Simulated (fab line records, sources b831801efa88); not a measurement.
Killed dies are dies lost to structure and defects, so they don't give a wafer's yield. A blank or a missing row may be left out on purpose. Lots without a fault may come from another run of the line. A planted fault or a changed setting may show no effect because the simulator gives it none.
A struck lot beside a sound one | flow sky130 | 18 steps out of a route of 708
Sound: wafers L690.4, L690.5, L690.6. Struck: wafers L702.1, L702.3, L702.6. The cause comes at the end.
At each step with rows: each side's tool, then ch and its chambers, then its first start. Under that, the readings that differ: sound wafers | struck wafers | difference of the means | sigmas: that difference in standard deviations of wafers without a fault.
alike: readings whose means differ by less than 2 such deviations, and words and numbers that are the same on both sides. not compared: withheld readings, readings that some wafer has no value for, bounds like >300 that may hide the same value, and numbers for which the record gives no deviation and whose values overlap.
The two part at a step that has a row with sigmas, a row that says differs or no value, or rows on one side only. Numbers that don't overlap but have no deviation are shown without sigmas and don't part them. A reading that every wafer of one side lacks parts them only if that side has two wafers or more.

first, 4 steps without rows for these wafers: SKY_METAL3_STRIP_20 (strips in post etch residue remover, time 1200 s); SKY_METAL3_CLEAN_21 (cleans in IPA, time 180 s); SKY_METAL3_CLEAN_22 (cleans in O3/DIW); SKY_VIA3_HDPCVD_00 (deposits SiO2, target thk 1635 nm, time 272.5 s).
SKY_VIA3_THK_MEAS_01:
  sound on film_metro-01, day 39 15:10; struck on film_metro-03, day 42 17:06
  alike: VIA3_HDPCVD_THK
SKY_VIA3_CMP_02: polishes SiO2.
  sound on cmp-02 ch 1,2, day 39 15:15; struck on cmp-01 ch 2,3, day 42 17:10
  alike: motor_current_A, retaining_ring_pressure_frac
SKY_VIA3_BOW_MEAS_03:
  sound on film_metro-01, day 39 15:34; struck on film_metro-02, day 42 17:28
  alike: VIA3_BOW
then, 5 steps without rows for these wafers: SKY_VIA3_DEHYDRATE_04 (time 60 s); SKY_VIA3_HMDS_05 (prime time 60 s); SKY_VIA3_COAT_06 (resist thk 60 nm); SKY_VIA3_COAT_07 (resist thk 450 nm); SKY_VIA3_SOFTBAKE_08 (time 90 s).
SKY_VIA3_EXPOSE_09: exposes mask VIM3, target cd 200 nm.
  sound on krf_scanner-01 ch 0, day 40 04:14; struck on krf_scanner-01 ch 0, day 43 04:52
  reading                      | sound             | struck            | difference | sigmas
  model.VIA3.overlay_x_nm (nm) | 2.881 2.881 2.881 | 16.16 16.16 16.16 | +13.28     |
  alike: mask
then, 2 steps without rows for these wafers: SKY_VIA3_PEB_10; SKY_VIA3_DEVELOP_11 (develop time 60 s).
SKY_VIA3_CD_MEAS_12: target cd 200 nm.
  sound on cd_sem-02, day 40 15:40; struck on cd_sem-01, day 43 15:33
  alike: cd_nm
SKY_VIA3_OVL_MEAS_13:
  sound on overlay-02, day 40 15:44; struck on overlay-02, day 43 15:53
  alike: VIA3_OVL
  not compared: hold
SKY_VIA3_ETCH_14: etches BARC in N2/H2, stops on SiO2, time 45.9 s, target depth 60 nm.
  sound on rie_diel-02 ch 2,3, day 40 15:46; struck on rie_diel-02 ch 0,2, day 43 17:46
  reading | sound | struck                                                                     | difference                   | sigmas
  hold    | - - - | await_dispo/1.9h/release await_dispo/1.9h/release await_dispo/1.9h/release | no value on the sound wafers |
  alike: drypump_motor_current_A, oes_product_au, throttle_valve_pct
  not compared: rf_hours_counter_h

WHERE THEY PART
Only at SKY_VIA3_ETCH_14, within this record.

WHY: what the simulator had put in
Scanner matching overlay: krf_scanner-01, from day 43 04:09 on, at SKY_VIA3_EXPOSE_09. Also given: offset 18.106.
